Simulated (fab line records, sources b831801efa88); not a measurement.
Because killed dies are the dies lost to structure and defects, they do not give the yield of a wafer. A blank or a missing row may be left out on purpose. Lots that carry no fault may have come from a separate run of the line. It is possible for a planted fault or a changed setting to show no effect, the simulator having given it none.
Split-lot study :: flow sky130 :: on a route of 708 steps: 5 lots, 23 wafers read

ON THE SPLIT
At SKY_LDD_HVN_IMPLANT_08, the setting dose-cm2 was moved away from the recipe's 3e+13 on 5 of the 23 wafers read, by +5.1% to +6.1%. For the rest of the wafers, this setting stayed at what the recipe calls for.

BETWEEN THE SPLIT AND THE READING: the file shows 1 step in between
- SKY_LDD_HVN_STRIP_09: strips in O2/N2

THE READING
LDD_HVN_TW, at SKY_LDD_HVN_TW_MEAS_10. On this fab line, fault-free wafers typically give 1423 with a standard deviation of 6.7.

wafer: L074.1
tool, chamber at the split: implanter-04, 0
dose-cm2 as run: 3.183e+13
against the recipe: +6.1%
LDD_HVN_TW: 1448
against lot-mates on the recipe: +20

wafer: L074.3
tool, chamber at the split: implanter-04, 0
dose-cm2 as run: 3.183e+13
against the recipe: +6.1%
LDD_HVN_TW: 1449
against lot-mates on the recipe: +22

wafer: L074.4
tool, chamber at the split: implanter-04, 0
dose-cm2 as run: 3e+13
against the recipe: recipe
LDD_HVN_TW: 1430
against lot-mates on the recipe: -

wafer: L074.5
tool, chamber at the split: implanter-04, 0
dose-cm2 as run: 3.183e+13
against the recipe: +6.1%
LDD_HVN_TW: 1446
against lot-mates on the recipe: +18

wafer: L074.6
tool, chamber at the split: implanter-04, 0
dose-cm2 as run: 3e+13
against the recipe: recipe
LDD_HVN_TW: 1425
against lot-mates on the recipe: -

wafer: L076.2
tool, chamber at the split: implanter-04, 0
dose-cm2 as run: 3e+13
against the recipe: recipe
LDD_HVN_TW: 1428
against lot-mates on the recipe: -

wafer: L076.4
tool, chamber at the split: implanter-04, 0
dose-cm2 as run: 3e+13
against the recipe: recipe
LDD_HVN_TW: 1431
against lot-mates on the recipe: -

wafer: L076.6
tool, chamber at the split: implanter-04, 0
dose-cm2 as run: 3e+13
against the recipe: recipe
LDD_HVN_TW: 1428
against lot-mates on the recipe: -

wafer: L077.1
tool, chamber at the split: implanter-03, 0
dose-cm2 as run: 3e+13
against the recipe: recipe
LDD_HVN_TW: 1427
against lot-mates on the recipe: -

wafer: L077.2
tool, chamber at the split: implanter-03, 0
dose-cm2 as run: 3e+13
against the recipe: recipe
LDD_HVN_TW: 1421
against lot-mates on the recipe: -

wafer: L077.3
tool, chamber at the split: implanter-03, 0
dose-cm2 as run: 3e+13
against the recipe: recipe
LDD_HVN_TW: 1421
against lot-mates on the recipe: -

wafer: L077.4
tool, chamber at the split: implanter-03, 0
dose-cm2 as run: 3e+13
against the recipe: recipe
LDD_HVN_TW: 1433
against lot-mates on the recipe: -

wafer: L077.6
tool, chamber at the split: implanter-03, 0
dose-cm2 as run: 3e+13
against the recipe: recipe
LDD_HVN_TW: 1415
against lot-mates on the recipe: -

wafer: L079.1
tool, chamber at the split: implanter-03, 0
dose-cm2 as run: 3e+13
against the recipe: recipe
LDD_HVN_TW: 1419
against lot-mates on the recipe: -

wafer: L079.2
tool, chamber at the split: implanter-03, 0
dose-cm2 as run: 3e+13
against the recipe: recipe
LDD_HVN_TW: 1415
against lot-mates on the recipe: -

wafer: L079.3
tool, chamber at the split: implanter-03, 0
dose-cm2 as run: 3e+13
against the recipe: recipe
LDD_HVN_TW: 1424
against lot-mates on the recipe: -

wafer: L079.4
tool, chamber at the split: implanter-03, 0
dose-cm2 as run: 3e+13
against the recipe: recipe
LDD_HVN_TW: 1418
against lot-mates on the recipe: -

wafer: L079.5
tool, chamber at the split: implanter-03, 0
dose-cm2 as run: 3e+13
against the recipe: recipe
LDD_HVN_TW: 1424
against lot-mates on the recipe: -

wafer: L084.2
tool, chamber at the split: implanter-02, 0
dose-cm2 as run: 3.154e+13
against the recipe: +5.1%
LDD_HVN_TW: 1449
against lot-mates on the recipe: +19

wafer: L084.3
tool, chamber at the split: implanter-02, 0
dose-cm2 as run: 3e+13
against the recipe: recipe
LDD_HVN_TW: 1430
against lot-mates on the recipe: -

wafer: L084.4
tool, chamber at the split: implanter-02, 0
dose-cm2 as run: 3e+13
against the recipe: recipe
LDD_HVN_TW: 1429
against lot-mates on the recipe: -

wafer: L084.5
tool, chamber at the split: implanter-02, 0
dose-cm2 as run: 3.154e+13
against the recipe: +5.1%
LDD_HVN_TW: 1453
against lot-mates on the recipe: +23

wafer: L084.6
tool, chamber at the split: implanter-02, 0
dose-cm2 as run: 3e+13
against the recipe: recipe
LDD_HVN_TW: 1432
against lot-mates on the recipe: -

THE FIT
A straight line over all 23 wafers: LDD_HVN_TW changes by +4.13 for each +1% of dose-cm2; r = +0.88; the points scatter about the line by 5.5.
The same after taking each lot's own level away (the mean of its wafers on the recipe; 23 wafers): +3.53 for each +1%; r = +0.92; scatter 3.8.
The reading moves by 22 for the largest change in dose-cm2, on that fit.
Measured against the standard deviation above, the lots' own levels, which go from 1420.0 to 1430.3, span 1.5 times it.
Hence the slope depends on the lot-to-lot level, as the two fits are not the same.
Check: with one of the wafers moved furthest among these (+6.1%) left out of the fit, the line predicts +21.9 for it against its lot-mates. It came out at +20.5 against them.

OTHER SPLITS APPLIED TO THESE WAFERS
Before the reading, these wafers also passed through other splits. Each is held against what the fit with the lots' levels taken away leaves over:
other split on the same wafers: SKY_POLY_GATE_EXPOSE_10 dose-mj
wafers away from the commonest value: 12
r with LDD_HVN_TW (lot level and that fit taken away): -0.04

other split on the same wafers: SKY_POLY_GATE_OXIDATION_20 temp-c
wafers away from the commonest value: 10
r with LDD_HVN_TW (lot level and that fit taken away): -0.16

other split on the same wafers: SKY_LDD_P_DEVELOP_06 develop-time-s
wafers away from the commonest value: 8
r with LDD_HVN_TW (lot level and that fit taken away): +0.08

other split on the same wafers: SKY_LDD_HVN_COAT_02 resist-thk-nm
wafers away from the commonest value: 9
r with LDD_HVN_TW (lot level and that fit taken away): +0.29

THE FILE'S OWN FIT
LDD_HVN_TW changes by +3.59 for each +1% of dose-cm2, r = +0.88.
